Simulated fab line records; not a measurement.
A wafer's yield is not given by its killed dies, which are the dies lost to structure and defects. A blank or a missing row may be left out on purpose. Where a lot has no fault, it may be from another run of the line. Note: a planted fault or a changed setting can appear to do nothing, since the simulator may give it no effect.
Check for tools in common | flow sky130 | Sample size 14 lots and 48 wafers

WHAT PROMPTED THE OPENING
2 of 14 lots carry a flag on the reading LDD_HVP_TW at SKY_LDD_HVP_TW_MEAS_10. Fault-free wafers read 459.2, with a standard deviation of 2.8.
Rule: flag the lot when none of its wafers has a number, or when each of its wafers that has one lies beyond 4 standard deviations from that mean. The rest of the lots are taken to be sound.

lot  | measured     | on            | LDD_HVP_TW, wafer by wafer          | flag
L501 | day 22 13:46 | film metro-04 | 462.0 462.4 463.7                   |
L502 | day 23 01:34 | film metro-01 | 458.6 459.1 458.1                   |
L504 | day 23 15:10 | film metro-03 | 690.3 696.0 688.5 690.9 692.3 689.6 | FLAGGED
L503 | day 23 17:54 | film metro-03 | 690.1 694.5 691.3 695.3 688.7 689.2 | FLAGGED
L505 | day 24 01:51 | film metro-03 | 462.0 463.3 462.4                   |
L513 | day 26 18:29 | film metro-01 | 459.2 461.0 458.6                   |
L514 | day 26 22:44 | film metro-03 | 459.2 457.6 459.2                   |
L515 | day 27 11:11 | film metro-04 | 456.6 456.6 457.4                   |
L516 | day 27 17:50 | film metro-03 | 461.7 460.6 461.0                   |
L518 | day 28 07:16 | film metro-01 | 455.5 456.9 457.0                   |
L519 | day 28 19:57 | film metro-01 | 456.6 456.6 455.9                   |
L520 | day 29 16:59 | film metro-04 | 457.2 459.7 458.6                   |
L522 | day 29 17:55 | film metro-04 | 459.1 457.2 456.8                   |
L523 | day 30 05:19 | film metro-03 | 463.6 460.6 457.6                   |
The numbers of the flagged lots are 691.4 on average: +232.2 against the usual, or +83 standard deviations.

WHICH TOOL EACH LOT WENT THROUGH
The record keeps 1 process step preceding the reading, out of 708 steps on the route. Read each cell as the tool, then ch plus the chambers that the sampled wafers visited, then the start.
lot  | flag    | SKY_LDD_HVP_IMPLANT_08
L501 |         | implanter-04 ch 0, day 22 13:31
L502 |         | implanter-04 ch 0, day 23 01:20
L504 | FLAGGED | implanter-04 ch 0, day 23 14:58
L503 | FLAGGED | implanter-04 ch 0, day 23 17:40
L505 |         | implanter-03 ch 0, day 24 01:37
L513 |         | implanter-04 ch 0, day 26 18:14
L514 |         | implanter-03 ch 0, day 26 22:29
L515 |         | implanter-04 ch 0, day 27 10:56
L516 |         | implanter-01 ch 0, day 27 17:35
L518 |         | implanter-04 ch 0, day 28 07:03
L519 |         | implanter-01 ch 0, day 28 19:44
L520 |         | implanter-03 ch 0, day 29 16:44
L522 |         | implanter-04 ch 0, day 29 17:40
L523 |         | implanter-03 ch 0, day 30 05:05
What the steps here do:
- SKY_LDD_HVP_IMPLANT_08
- SKY_LDD_HVP_TW_MEAS_10

FLAGGED AGAINST TOTAL, ONE TOOL AT A TIME (gauges that did the reading follow at the end)
step                   | tool          | lots run | flagged | share of the flagged lots | sound lots run after its first flagged lot
SKY_LDD_HVP_IMPLANT_08 | implanter-01  | 2        | 0       | none                      | -
SKY_LDD_HVP_IMPLANT_08 | implanter-03  | 4        | 0       | none                      | -
SKY_LDD_HVP_IMPLANT_08 | implanter-04  | 8        | 2       | all                       | 4 (L513,L515,L518,L522)
SKY_LDD_HVP_TW_MEAS_10 | film metro-01 | 4        | 0       | none                      | -
SKY_LDD_HVP_TW_MEAS_10 | film metro-03 | 6        | 2       | all                       | 4 (L505,L514,L516,L523)
SKY_LDD_HVP_TW_MEAS_10 | film metro-04 | 4        | 0       | none                      | -

WHAT IS ALLOWED BY THE TABLE
Table rows that saw every flagged lot: 2, namely implanter-04 at SKY_LDD_HVP_IMPLANT_08 and film metro-03 at SKY_LDD_HVP_TW_MEAS_10.
- implanter-04 at SKY_LDD_HVP_IMPLANT_08 ran 8 lots, 2 of them flagged. Sound lots ran on it after the first flagged one (L513, L515, L518, L522), which a lasting fault on the whole tool wouldn't allow. Its own readings lie more than 4 standard deviations out on every wafer of the flagged lots: dose ions cm2, faraday current uA.
- film metro-03 at SKY_LDD_HVP_TW_MEAS_10 ran 6 lots, 2 of them flagged. Sound lots ran on it after the first flagged one (L505, L514, L516, L523), which a lasting fault on the whole tool wouldn't allow.
There is no row in the table that ran each flagged lot and no sound lot after the first.

WHAT THE SIMULATOR PUT IN
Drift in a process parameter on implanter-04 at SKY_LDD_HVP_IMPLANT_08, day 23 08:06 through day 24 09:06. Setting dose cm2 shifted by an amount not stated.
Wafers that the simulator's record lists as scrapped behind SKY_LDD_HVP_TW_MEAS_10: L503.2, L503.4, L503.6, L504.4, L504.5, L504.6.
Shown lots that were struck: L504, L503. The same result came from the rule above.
